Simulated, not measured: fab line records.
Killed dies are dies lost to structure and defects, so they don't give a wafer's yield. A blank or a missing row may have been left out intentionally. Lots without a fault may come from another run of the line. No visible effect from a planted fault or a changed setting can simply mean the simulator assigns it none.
fab line records	flow gf180mcu
record: lots: 14	wafers: 39	last_day: 34
route steps=602 shown SALICIDE@280 V3@447 M4@461
lots that met no fault: from a run of the same line without faults
start_h: hours from the record's first day to the start of the lot's first wafer shown	wait_h: hours from the lot's prior step to this one	" the same as in the row above	L1.1+2: a row that stands for several wafers	- no value, or no start was given	* or withheld: withheld	< > ~ a bound
route shown NAME@n: NAME is a module with steps in the file, n the number in the route of the first one	usual: mean and standard deviation over wafers with no fault	same: alike in all rows	chamber/n: place in a boat	sites: the reading at each site	_std_site: standard deviation across them	_edge_site: the outer-site mean with the inner-site mean subtracted	radius_mm: for every site, how far away it sits from the centre of the wafer	mask NAME#n: copy n	behind: tool/chamber where the wafer was last shaped	hold: why the lot went on hold/how many hours it stayed there/how the hold came to an end	device: the n, p or np transistor that did not switch	end of line: the route-end tests of the same wafers	step lacking rows: just its recipe	killed: at the first sort, the dies lost to defects and structure; wafer yield is something else	map: dies across one wafer; x = killed, . = not, _ = none there
set.NAME: the run value of the setting; set.NAME@STEP: its run value at that earlier step	model.NAME: the simulator's own value behind a step, which no gauge read
a sample of lots followed through the steps of the route, with each step as a table and each wafer as a row
services: a tool's chamber out of use, with start hour (start_h, from the record's first day; less than 0 if before it), hours out, and reason
== steps ==
step: GF_SALICIDE_SPUTTER_02
recipe: material: Co	target_thk_nm: 10	power_w: 1000	time_s: 20	chamber_pressure_pa: 0.4
usual: throttle_valve_pct: 29.0/0.84
lot.wafer	tool	chamber	start_h	wait_h	throttle_valve_pct
L958.1	pvd_sputter-01	-	341.16	0.0	29.7
L958.4	"	-	"	"	29.3
L958.6	"	-	"	"	29.7
L959.1	pvd_sputter-02	-	354.88	0.0	30.2
L959.4	"	-	"	"	30.5
L959.5	"	-	"	"	30.0
L961.2	pvd_sputter-03	-	371.81	0.0	29.4
L961.3	"	-	"	"	29.5
L961.4	"	-	"	"	29.3
L963.3	pvd_sputter-01	-	391.78	0.0	27.6
L963.4	"	-	"	"	28.8
L963.6	"	-	"	"	27.5
L965.2	pvd_sputter-01	-	418.12	0.0	29.6
L965.6	"	-	"	"	29.6
L966.2	pvd_sputter-01	-	439.54	0.0	29.7
L966.5	"	-	"	"	28.8
L967.2	pvd_sputter-01	-	443.74	0.0	27.5
L967.6	"	-	"	"	27.4
L974.2	pvd_sputter-03	-	487.11	0.0	29.0
L974.4	"	-	"	"	29.1
L974.5	"	-	"	"	29.3
L975.3	pvd_sputter-01	-	498.06	0.0	27.3
L975.4	"	-	"	"	29.3
L975.6	"	-	"	"	29.8
L976.1	pvd_sputter-01	-	503.84	0.0	30.0
L976.4	"	-	"	"	29.7
L976.6	"	-	"	"	28.8
L977.1	pvd_sputter-01	-	512.76	0.0	29.5
L977.3	"	-	"	"	27.3
L977.6	"	-	"	"	29.8
L978.1	pvd_sputter-01	-	524.14	0.0	28.7
L978.3	"	-	"	"	27.3
L978.6	"	-	"	"	29.8
L979.2	pvd_sputter-02	-	531.64	0.0	28.6
L979.4	"	-	"	"	30.3
L979.5	"	-	"	"	29.1
L980.3	pvd_sputter-01	-	535.99	0.0	29.6
L980.4	"	-	"	"	29.6
L980.5	"	-	"	"	28.5
step: GF_SALICIDE_RS_MEAS_04
recipe: thk_meas_gauge: four-point-probe	reads: TiN_of_SALICIDE_SPUTTER_03+Co_of_SALICIDE_SPUTTER_02
usual: SALICIDE_TIN_RS: 16.30/0.26
lot.wafer	tool	chamber	start_h	wait_h	SALICIDE_TIN_RS[ohm/sq]
L958.1	film_metro-01	-	341.21	0.0	16.69
L958.4	"	-	"	"	16.56
L958.6	"	-	"	"	16.51
L959.1	film_metro-01	-	354.93	0.0	16.46
L959.4	"	-	"	"	16.75
L959.5	"	-	"	"	16.62
L961.2	film_metro-04	-	371.88	0.0	16.44
L961.3	"	-	"	"	15.92
L961.4	"	-	"	"	16.02
L963.3	film_metro-04	-	391.87	0.1	16.22
L963.4	"	-	"	"	16.54
L963.6	"	-	"	"	16.24
L965.2	film_metro-02	-	418.20	0.0	16.44
L965.6	"	-	"	"	17.23
L966.2	film_metro-04	-	439.61	0.0	16.08
L966.5	"	-	"	"	17.23
L967.2	film_metro-04	-	443.81	0.0	16.28
L967.6	"	-	"	"	17.22
L974.2	film_metro-04	-	487.18	0.0	16.32
L974.4	"	-	"	"	15.69
L974.5	"	-	"	"	16.04
L975.3	film_metro-01	-	498.15	0.1	16.21
L975.4	"	-	"	"	16.19
L975.6	"	-	"	"	16.41
L976.1	film_metro-02	-	503.89	0.0	16.42
L976.4	"	-	"	"	16.38
L976.6	"	-	"	"	16.38
L977.1	film_metro-02	-	512.81	0.0	16.36
L977.3	"	-	"	"	16.15
L977.6	"	-	"	"	16.37
L978.1	film_metro-04	-	524.19	0.0	16.21
L978.3	"	-	"	"	16.21
L978.6	"	-	"	"	16.17
L979.2	film_metro-02	-	531.71	0.0	16.22
L979.4	"	-	"	"	16.20
L979.5	"	-	"	"	16.09
L980.3	film_metro-01	-	536.08	0.1	16.49
L980.4	"	-	"	"	15.98
L980.5	"	-	"	"	15.88
step: GF_V3_STRIP_18
recipe: chemistry: O2/N2	power_w: 1400	pressure_mtorr: 1500	platen_temp_c: 250	o2_flow_sccm: 3000	n2_flow_sccm: 300	overash_fraction: 0.5
usual: drypump_motor_current_A: 5.7/0.58	heater_power_w: 367/33	n2_flow_sccm: 299.9/0.97	oes_product_au: 0.594/0.005
lot.wafer	tool	chamber	start_h	wait_h	drypump_motor_current_A	heater_power_w	n2_flow_sccm	oes_product_au	rf_hours_counter_h
L958.1	plasma_asher-02	1	514.15	-	5.4	341	298.5	0.602	8
L958.4	"	1	"	"	5.4	337	297.8	0.596	-
L958.6	"	0	"	"	6.7	321	300.4	0.591	-
L959.1	plasma_asher-02	0	530.27	-	6.7	327	297.9	0.595	10
L959.4	"	0	"	"	6.8	324	297.9	0.601	-
L959.5	"	0	"	"	6.7	334	298.4	0.595	-
L961.2	plasma_asher-02	0	548.05	-	6.7	326	300.4	0.597	12
L961.3	"	0	"	"	6.7	319	300.1	0.590	-
L961.4	"	1	"	"	5.4	340	300.5	0.592	-
L963.3	plasma_asher-01	0	567.31	-	5.2	328	300.3	0.589	-
L963.4	"	1	"	"	5.4	357	296.9	0.590	-
L963.6	"	0	"	"	5.2	324	299.5	0.584	-
L965.2	plasma_asher-04	0	591.85	-	6.0	381	300.7	0.589	81
L965.6	"	0	"	"	6.0	395	300.7	0.595	-
L966.2	plasma_asher-02	1	610.75	-	5.4	351	299.9	0.588	18
L966.5	"	0	"	"	6.7	328	299.4	0.592	-
L967.2	plasma_asher-04	0	612.70	-	6.1	395	302.1	0.593	83
L967.6	"	1	"	"	5.2	409	301.6	0.594	-
L974.2	plasma_asher-04	0	648.50	-	6.1	393	299.4	0.594	86
L974.4	"	1	"	"	5.1	397	299.7	0.590	-
L974.5	"	0	"	"	6.1	381	300.5	0.598	-
L975.3	plasma_asher-04	1	657.61	-	5.2	394	299.5	0.593	-
L975.4	"	0	"	"	6.1	387	298.7	0.589	-
L975.6	"	1	"	"	5.2	399	300.1	0.602	-
L976.1	plasma_asher-04	1	663.75	-	5.2	397	300.5	0.597	88
L976.4	"	0	"	"	6.0	384	300.5	0.602	-
L976.6	"	0	"	"	6.0	397	300.3	0.595	-
L977.1	plasma_asher-04	1	670.45	-	5.2	415	299.9	0.597	88
L977.3	"	1	"	"	5.2	403	299.7	0.596	-
L977.6	"	0	"	"	6.1	389	299.1	0.598	-
L978.1	plasma_asher-02	0	678.55	-	6.8	325	300.2	0.587	25
L978.3	"	0	"	"	6.8	331	300.1	0.597	-
L978.6	"	0	"	"	6.8	324	300.8	0.588	-
L979.2	plasma_asher-04	1	685.80	-	5.2	415	298.3	0.601	90
L979.4	"	1	"	"	5.2	401	298.8	0.602	-
L979.5	"	0	"	"	6.1	390	300.0	0.592	-
L980.3	plasma_asher-04	0	690.68	-	6.0	393	299.5	0.596	-
L980.4	"	1	"	"	5.2	402	300.5	0.589	-
L980.5	"	0	"	"	6.1	382	299.7	0.596	-
step: GF_M4_RS_MEAS_05
recipe: thk_meas_gauge: four-point-probe	reads: TiN_of_M4_SPUTTER_04+Ti_of_M4_SPUTTER_03+AlCu_of_M4_SPUTTER_02+TiN_of_M4_SPUTTER_01+Ti_of_M4_SPUTTER_00
usual: M4_ALCU_RS: 0.0695/0.00095
lot.wafer	tool	chamber	start_h	wait_h	M4_ALCU_RS[ohm/sq]
L958.1	film_metro-02	-	515.60	0.0	0.0695
L958.4	"	-	"	"	0.0703
L958.6	"	-	"	"	0.0694
L959.1	film_metro-04	-	531.72	0.0	0.0719
L959.4	"	-	"	"	0.0711
L959.5	"	-	"	"	0.0722
L961.2	film_metro-01	-	549.52	0.0	0.0696
L961.3	"	-	"	"	0.0698
L961.4	"	-	"	"	0.0689
L963.3	film_metro-02	-	568.80	0.1	0.0700
L963.4	"	-	"	"	0.0698
L963.6	"	-	"	"	0.0695
L965.2	film_metro-01	-	593.35	0.0	0.0690
L965.6	"	-	"	"	0.0702
L966.2	film_metro-01	-	612.23	0.0	0.0700
L966.5	"	-	"	"	0.0703
L967.2	film_metro-01	-	614.16	0.0	0.0690
L967.6	"	-	"	"	0.0685
L974.2	film_metro-02	-	649.96	0.0	0.0690
L974.4	"	-	"	"	0.0690
L974.5	"	-	"	"	0.0687
L975.3	film_metro-04	-	659.06	0.1	0.0697
L975.4	"	-	"	"	0.0695
L975.6	"	-	"	"	0.0695
L976.1	film_metro-02	-	665.20	0.0	0.0688
L976.4	"	-	"	"	0.0691
L976.6	"	-	"	"	0.0694
L977.1	film_metro-01	-	671.93	0.0	0.0693
L977.3	"	-	"	"	0.0693
L977.6	"	-	"	"	0.0708
L978.1	film_metro-01	-	680.03	0.0	0.0700
L978.3	"	-	"	"	0.0690
L978.6	"	-	"	"	0.0709
L979.2	film_metro-04	-	687.31	0.0	0.0699
L979.4	"	-	"	"	0.0695
L979.5	"	-	"	"	0.0702
L980.3	film_metro-02	-	692.13	0.1	0.0703
L980.4	"	-	"	"	0.0709
L980.5	"	-	"	"	0.0684
step: GF_M4_CD_MEAS_14
recipe: target_cd_nm: 280
usual: cd_nm: 280.2/1.1
lot.wafer	tool	chamber	start_h	wait_h	cd_nm
L958.1	cd_sem-01	-	538.47	0.1	279.1
L958.4	"	-	"	"	279.0
L958.6	"	-	"	"	278.4
L959.1	cd_sem-01	-	554.39	0.1	279.1
L959.4	"	-	"	"	278.3
L959.5	"	-	"	"	278.8
L961.2	cd_sem-01	-	571.88	0.1	279.9
L961.3	"	-	"	"	279.8
L961.4	"	-	"	"	281.0
L963.3	cd_sem-02	-	590.30	0.1	281.5
L963.4	"	-	"	"	281.2
L963.6	"	-	"	"	281.0
L965.2	cd_sem-02	-	614.03	0.1	278.8
L965.6	"	-	"	"	278.6
L966.2	cd_sem-01	-	631.93	0.1	280.3
L966.5	"	-	"	"	279.8
L967.2	cd_sem-01	-	634.56	0.1	278.7
L967.6	"	-	"	"	279.4
L974.2	cd_sem-01	-	669.03	0.1	281.1
L974.4	"	-	"	"	280.8
L974.5	"	-	"	"	281.3
L975.3	cd_sem-02	-	678.53	0.1	281.0
L975.4	"	-	"	"	280.6
L975.6	"	-	"	"	280.1
L976.1	cd_sem-02	-	683.61	0.1	278.2
L976.4	"	-	"	"	278.5
L976.6	"	-	"	"	278.1
L977.1	cd_sem-01	-	690.81	0.1	279.3
L977.3	"	-	"	"	279.9
L977.6	"	-	"	"	280.6
L978.1	cd_sem-01	-	698.51	0.1	280.9
L978.3	"	-	"	"	281.4
L978.6	"	-	"	"	280.9
L979.2	cd_sem-02	-	705.13	0.1	281.1
L979.4	"	-	"	"	278.8
L979.5	"	-	"	"	279.2
L980.3	cd_sem-01	-	709.70	0.1	281.3
L980.4	"	-	"	"	280.9
L980.5	"	-	"	"	280.2
== services ==
tool	chamber	start_h	hours	kind
pvd_sputter-03	2	317.20	-	consumable_replace:kit
pvd_sputter-03	2	317.20	18.0	scheduled_down
plasma_asher-01	-	367.47	1.9	repair
plasma_asher-02	-	402.01	2.2	repair
plasma_asher-04	-	406.13	1.1	repair
pvd_sputter-02	-	415.34	110.0	repair
plasma_asher-02	-	420.44	1.4	repair
plasma_asher-02	-	421.83	9.0	pm
plasma_asher-02	0	421.83	9.0	vent_cycle
plasma_asher-02	1	421.83	9.0	vent_cycle
plasma_asher-02	0	430.83	-	clean
plasma_asher-02	1	430.83	-	clean
plasma_asher-02	-	458.43	3.9	repair
plasma_asher-04	-	508.57	4.5	repair
pvd_sputter-03	-	521.86	11.9	repair
pvd_sputter-01	2	537.60	-	consumable_replace:kit
pvd_sputter-01	2	537.60	18.0	scheduled_down
pvd_sputter-01	2	537.60	18.0	vent_cycle
plasma_asher-01	-	556.28	0.7	repair
plasma_asher-01	-	593.69	1.2	repair
pvd_sputter-02	-	597.95	0.5	repair
plasma_asher-01	-	600.63	0.8	repair
plasma_asher-01	-	674.76	66.8	repair
pvd_sputter-03	-	687.63	9.2	repair
== key ==
first_sign: step: GF_SALICIDE_RS_MEAS_04	reading: SALICIDE_TIN_RS	direction: up	sigmas: 3.6	usual: 16.30	struck: 17.23
effect none on later readings
met_at GF_SALICIDE_SPUTTER_02
struck_lots L965,L966,L967
struck_wafers L965.6,L966.5,L967.6
tester_left_out L965,L966,L967
not_acting_at GF_V3_STRIP_18,GF_M4_RS_MEAS_05,GF_M4_CD_MEAS_14
onset_between 391.78 418.12
fault: kind: process_parameter_drift	tool: pvd_sputter-01	chamber: -	onset_h: 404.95	steps: GF_SALICIDE_SPUTTER_02	channel: time_s	offset: *	shape: step	end_h: 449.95	scope: struck_wafers_only	acts_in: *	stated: *
tester_left_out: of these lots the tester's yield and bins aren't shown, on N5 and GAA mostly nor the transistor test; their killed dies are dies lost to structure and defects alone, not to doping, threshold or leakage, so they don't give the yield
